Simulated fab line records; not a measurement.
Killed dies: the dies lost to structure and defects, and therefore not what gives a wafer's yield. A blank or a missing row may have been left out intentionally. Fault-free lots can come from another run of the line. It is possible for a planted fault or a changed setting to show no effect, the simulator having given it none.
Code-filled problem report in 8D (eight disciplines) form | flow sky130 | the parts of the form that need people (team, actions taken, sign-off) are left out

1. PROBLEM STATEMENT
tubeCenterTempC at SKY_SONOS_ONO_OXIDATION_00 reads a mean of 805.89 C on 9 wafers of 3 lots; wafers without a fault read 799.99 C with a standard deviation of 0.068. That is +87 standard deviations from the usual mean.
The step: stabilise 600 s, purge 300 s, target thk 2.6 nm.
Seen first at day 12 19:35 on furnace-01, wafer L922.1. The record has a number at this step for 36 wafers belonging to 12 lots. By rule, "out" or "out of limits" means more than 4 standard deviations away from the usual mean. Any other wafer with a number is counted as sound.

2. WHAT IT IS, WHAT IT ISN'T
question                    | is                                                                  | is not
which readings at this step | tubeCenterTempC, spikeTcLowerC, spikeTcTopC, tube_center_temp_C_max | -
which lots                  | L922, L923, L925                                                    | L920, L931, L932, L933, L935, L936, L937, L938, L940
which wafers of those lots  | all that have a number                                              | -
read on which tools         | furnace-01                                                          | furnace-02
when                        | from day 12 19:35                                                   | up to then (3 sound wafers); but 24 sound wafers of L931, L932, L933, L935, L936, L937, L938, L940 came after

3. SUSPECTS, AND WHAT RULES EACH OUT
Counting: a tool stays on the suspect list if, at a process step up to the reading, it processed all lots that are out and no sound lot following the first of them.
- furnace-01 at SKY_SONOS_ONO_OXIDATION_00 (stabilise 600 s, purge 300 s, target thk 2.6 nm): ruled out as a lasting fault. The sound lots L931, L932, L933, L935, L940 went through it after L922, its earliest lot that is out (day 12 19:35).
Left after counting: nothing in the record.

4. THE CAUSE (what the simulator had put in)
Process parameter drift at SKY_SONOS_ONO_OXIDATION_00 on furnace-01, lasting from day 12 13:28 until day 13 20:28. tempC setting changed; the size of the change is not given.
Counting ruled it out, wrongly.

5. THE EFFECT CHAIN, in route order
One row per reading whose mean, taken over the struck wafers that have a number, lies over 3 standard deviations from the usual. Only readings whose record carries a usual standard deviation are examined. hours: median over the lots of the time between each lot's start at the first step of this table that gives one and its start at this step. sigmas: the change, counted in usual standard deviations.
hours | step                       | reading                | usual    | on struck wafers | change | sigmas
0     | SKY_SONOS_ONO_OXIDATION_00 | spikeTcCentreC         | 799.9 C  | 804.5            | +4.6   | +3.1
0     | SKY_SONOS_ONO_OXIDATION_00 | spikeTcLowerC          | 801.7 C  | 807.3            | +5.6   | +5.1
0     | SKY_SONOS_ONO_OXIDATION_00 | spikeTcTopC            | 812.9 C  | 819.3            | +6.4   | +4.9
0     | SKY_SONOS_ONO_OXIDATION_00 | spikeTcUpperC          | 800.7 C  | 807.8            | +7.1   | +5.1
0     | SKY_SONOS_ONO_OXIDATION_00 | tubeCenterTempC        | 799.99 C | 805.89           | +5.90  | +87
0     | SKY_SONOS_ONO_OXIDATION_00 | tube_center_temp_C_max | 802.0    | 808.0            | +6.0   | +18
Here are the process steps it includes:
- SKY_SONOS_ONO_OXIDATION_00: stabilise 600 s, purge 300 s, target thk 2.6 nm.
At these later measuring or inspecting steps, every struck wafer for which the step has a row has a number for every such reading, and none has moved that far: SKY_SONOS_ONO_THK_MEAS_01, SKY_LDD_HVN_TW_MEAS_10.

6. HOW IT WOULD HAVE BEEN CAUGHT EARLIER
In this record no reading fell out of limits until day 12 19:35, 6 hours after the fault had begun at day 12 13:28.
